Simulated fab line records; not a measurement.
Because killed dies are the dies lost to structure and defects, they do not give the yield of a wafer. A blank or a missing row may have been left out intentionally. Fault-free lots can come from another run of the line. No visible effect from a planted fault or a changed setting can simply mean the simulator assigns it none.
A lot that was struck, set against a sound lot :: flow gf180mcu :: 15 steps out of a route of 602
Sound: the wafers L989.1, L989.2, L989.3. Struck: wafers L983.2, L983.3, L983.6. The cause is given at the end.
Each step with rows lists, per side, the tool, then ch with its chambers, then its first start. Under that, the readings that differ: sound wafers :: struck wafers :: difference of the means :: sigmas: that difference in standard deviations of wafers without a fault.
alike: a reading whose means differ by less than 2 such deviations, as well as words and numbers matching on both sides. not compared: withheld readings; readings where some wafer has no value; bounds like >300 that might hide an equal value; numbers whose values overlap and for which the record gives no deviation.
The two part at a step that has a row with sigmas, a row that says differs or no value, or rows on one side only. Numbers that don't overlap but have no deviation are shown without sigmas and don't part them. Lack of a reading on every wafer of one side parts them only where that side has two or more wafers.

GF_V2_BOW_MEAS_05:
  sound on film_metro-04 at day 22 08:10; struck on film_metro-04 at day 19 20:51
  alike: V2_BOW
then, 8 steps without rows for these wafers: GF_V2_DEHYDRATE_06 (time 60 s); GF_V2_HMDS_07 (prime time 60 s); GF_V2_COAT_08; GF_V2_COAT_09 (resist thk 1006 nm); GF_V2_SOFTBAKE_10 (time 60 s); GF_V2_EXPOSE_11 (exposes mask Via2, target cd 260 nm); GF_V2_PEB_12 (peb time 90 s); GF_V2_DEVELOP_13 (develop time 60 s).
GF_V2_CD_MEAS_14: target cd 260 nm.
  sound on cd_sem-02 at day 23 07:06; struck on cd_sem-02 at day 20 21:31
  alike: cd_nm
GF_V2_OVL_MEAS_15:
  sound on overlay-01 at day 23 07:13; struck on overlay-01 at day 20 21:37
reading: V2_OVL (nm)
sound: -12 -10 -3
struck: 6 11 15
difference: +19
sigmas: +3
GF_V2_ETCH_16: etches BARC in N2/H2.
  sound on rie_diel-03 ch 1,2,3, day 23 07:16; struck on rie_diel-04 ch 0,1,2, day 20 21:38
reading: chamber_pressure_mTorr (mTorr)
sound: 29.83 29.99 30.02
struck: 30.05 29.98 29.99
difference: +0.06
sigmas: +2
  alike: bias_w, drypump_motor_current_A, oes_product_au, throttle_valve_pct
GF_V2_ETCH_17: etches SiO2 in C4F8/O2/Ar, stops on TiN, target depth 630 nm.
  sound on rie_diel-03 ch 1,2,3, day 23 07:00; struck on rie_diel-04 ch 0,1,2, day 20 21:00
  no value came back on the struck wafers for bias_w (W), chamber_pressure_mTorr (mTorr), oes_product_au (a.u.); on the sound wafers bias_w (W) reads 1199.7 1196.7 1203.2
GF_V2_STRIP_18: strips in O2/N2.
  sound on plasma_asher-04 ch 0,1, day 23 07:23; struck on plasma_asher-01 ch 0,1, day 20 21:46
reading: oes_product_au (a.u.)
sound: 0.606 0.596 0.590
struck: 0.674 0.669 0.672
difference: +0.074
sigmas: +15
  alike: drypump_motor_current_A, heater_power_w
  not compared: rf_hours_counter_h
then, 1 step without rows for these wafers: GF_V2_STRIP_19 (strips in post etch residue remover, time 1200 s).

WHERE THEY PART
First at GF_V2_OVL_MEAS_15; last, within this record, at GF_V2_STRIP_18.

WHY: what had been put in by the simulator
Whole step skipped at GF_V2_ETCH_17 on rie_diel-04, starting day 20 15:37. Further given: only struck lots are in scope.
